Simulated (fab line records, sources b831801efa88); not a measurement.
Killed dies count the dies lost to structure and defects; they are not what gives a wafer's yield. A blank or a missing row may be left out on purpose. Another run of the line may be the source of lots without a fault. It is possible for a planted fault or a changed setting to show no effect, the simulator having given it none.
Check for tools in common ; flow gf180mcu ; 12 lots, 36 wafers sampled

REASON FOR OPENING
At GF_POLY_GATE_THK_MEAS_01 the reading POLY_GATE_CVD_00_THK is flagged on 1 of 12 lots. No-fault wafers: 200.2 nm, standard deviation 1.7.
Rule: a lot is flagged in two cases, either no wafer of it has a number, or all its wafers with numbers fall more than 4 standard deviations from that mean. All remaining lots are regarded as sound.

lot;measured;on;POLY_GATE_CVD_00_THK (nm), wafer by wafer;flag
L171;day 9 02:47;film-metro-01;199.6 201.0 200.4;
L173;day 9 13:06;film-metro-01;198.3 199.1 199.0;
L174;day 10 13:19;film-metro-04;200.7 199.9 200.9;
L175;day 10 13:19;film-metro-01;199.6 199.3 199.6;
L176;day 10 16:07;film-metro-01;199.4 200.8 200.5;
L178;day 11 05:52;film-metro-01;199.0 198.5 198.1;
L181;day 11 20:11;film-metro-01;209.0 209.0 208.9;FLAGGED
L187;day 13 22:26;film-metro-04;201.6 202.8 201.3;
L189;day 14 18:43;film-metro-04;198.6 199.6 197.8;
L190;day 15 00:31;film-metro-04;201.3 201.6 201.9;
L191;day 15 00:31;film-metro-01;198.6 197.2 198.1;
L192;day 15 11:06;film-metro-04;200.9 201.0 200.7;
The mean of the flagged lots' numbers is 209.0 nm, +8.8 nm from the usual (+5 standard deviations).

EACH LOT AND THE TOOL IT RAN ON
The record holds 3 process steps before the reading, out of a route of 602 steps. Read each cell as the tool, then ch plus the chambers that the sampled wafers visited, then the start.
lot;flag;GF_VT_IMPLANT_STRIP_09;GF_VT_IMPLANT_RTA_45;GF_POLY_GATE_CVD_00
L171;;plasma-asher-02 ch 0, day 6 06:48;rtp-anneal-02 ch 0, day 8 04:49;lpcvd-02 ch 1, day 9 01:26
L173;;plasma-asher-04 ch 0,1, day 6 15:21;rtp-anneal-01 ch 0, day 8 14:38;lpcvd-02 ch 0, day 9 11:46
L174;;plasma-asher-04 ch 0,1, day 7 10:27;rtp-anneal-02 ch 0, day 9 12:11;lpcvd-02 ch 0, day 10 11:59
L175;;plasma-asher-02 ch 0,1, day 7 10:52;rtp-anneal-01 ch 0, day 9 12:36;lpcvd-02 ch 1, day 10 11:59
L176;;plasma-asher-01 ch 0,1, day 7 14:12;rtp-anneal-01 ch 0, day 9 16:39;lpcvd-01 ch 1, day 10 14:47
L178;;plasma-asher-02 ch 0,1, day 8 02:49;rtp-anneal-01 ch 0, day 10 06:06;lpcvd-02 ch 1, day 11 04:31
L181;FLAGGED;plasma-asher-02 ch 0,1, day 8 15:04;rtp-anneal-01 ch 0, day 10 19:51;lpcvd-02 ch 1, day 11 18:51
L187;;plasma-asher-01 ch 0, day 10 03:20;rtp-anneal-02 ch 0, day 12 11:29;lpcvd-01 ch 1, day 13 21:05
L189;;plasma-asher-02 ch 0,1, day 11 00:50;rtp-anneal-01 ch 0, day 13 09:06;lpcvd-02 ch 1, day 14 17:23
L190;;plasma-asher-01 ch 0,1, day 11 11:07;rtp-anneal-01 ch 0, day 13 20:49;lpcvd-02 ch 0, day 14 23:11
L191;;plasma-asher-01 ch 0,1, day 11 09:50;rtp-anneal-02 ch 0, day 13 19:09;lpcvd-02 ch 0, day 14 23:11
L192;;plasma-asher-02 ch 0,1, day 11 16:34;rtp-anneal-02 ch 0, day 14 02:35;lpcvd-01 ch 1, day 15 09:46
These steps, and what they do:
- GF_VT_IMPLANT_STRIP_09: strips in O2/N2.
- GF_VT_IMPLANT_RTA_45: time 30 s.
- GF_POLY_GATE_CVD_00: deposits poly-Si, target thk 200 nm, time 1200 s.
- GF_POLY_GATE_THK_MEAS_01

FLAGGED OVER TOTAL, TOOL BY TOOL (the gauges that took the reading come last)
step;tool;lots run;flagged;share of the flagged lots;sound lots run after its first flagged lot
GF_VT_IMPLANT_STRIP_09;plasma-asher-01;4;0;none;-
GF_VT_IMPLANT_STRIP_09;plasma-asher-02;6;1;all;2 (L189,L192)
GF_VT_IMPLANT_STRIP_09;plasma-asher-04;2;0;none;-
GF_VT_IMPLANT_RTA_45;rtp-anneal-01;7;1;all;2 (L189,L190)
GF_VT_IMPLANT_RTA_45;rtp-anneal-02;5;0;none;-
GF_POLY_GATE_CVD_00;lpcvd-01;3;0;none;-
GF_POLY_GATE_CVD_00;lpcvd-02;9;1;all;3 (L189,L190,L191)
GF_POLY_GATE_THK_MEAS_01;film-metro-01;7;1;all;1 (L191)
GF_POLY_GATE_THK_MEAS_01;film-metro-04;5;0;none;-

WHAT THE TABLE PERMITS
4 rows of the table ran every flagged lot: plasma-asher-02 at GF_VT_IMPLANT_STRIP_09, rtp-anneal-01 at GF_VT_IMPLANT_RTA_45, lpcvd-02 at GF_POLY_GATE_CVD_00, film-metro-01 at GF_POLY_GATE_THK_MEAS_01.
- plasma-asher-02 at GF_VT_IMPLANT_STRIP_09 ran 6 lots, 1 of them flagged. Lots that were sound ran on it after the first flagged one (L189, L192); a persistent fault on the entire tool would not allow that.
- rtp-anneal-01 at GF_VT_IMPLANT_RTA_45 ran 7 lots, 1 of them flagged. Lots that were sound ran on it after the first flagged one (L189, L190); a persistent fault on the entire tool would not allow that.
- lpcvd-02 at GF_POLY_GATE_CVD_00 ran 9 lots, 1 of them flagged. Lots that were sound ran on it after the first flagged one (L189, L190, L191); a persistent fault on the entire tool would not allow that.
- film-metro-01 at GF_POLY_GATE_THK_MEAS_01 ran 7 lots, 1 of them flagged. Lots that were sound ran on it after the first flagged one (L191); a persistent fault on the entire tool would not allow that.
Not one row of the table ran every flagged lot while running no sound lot after the first.

WHAT THE SIMULATOR HAD PUT IN
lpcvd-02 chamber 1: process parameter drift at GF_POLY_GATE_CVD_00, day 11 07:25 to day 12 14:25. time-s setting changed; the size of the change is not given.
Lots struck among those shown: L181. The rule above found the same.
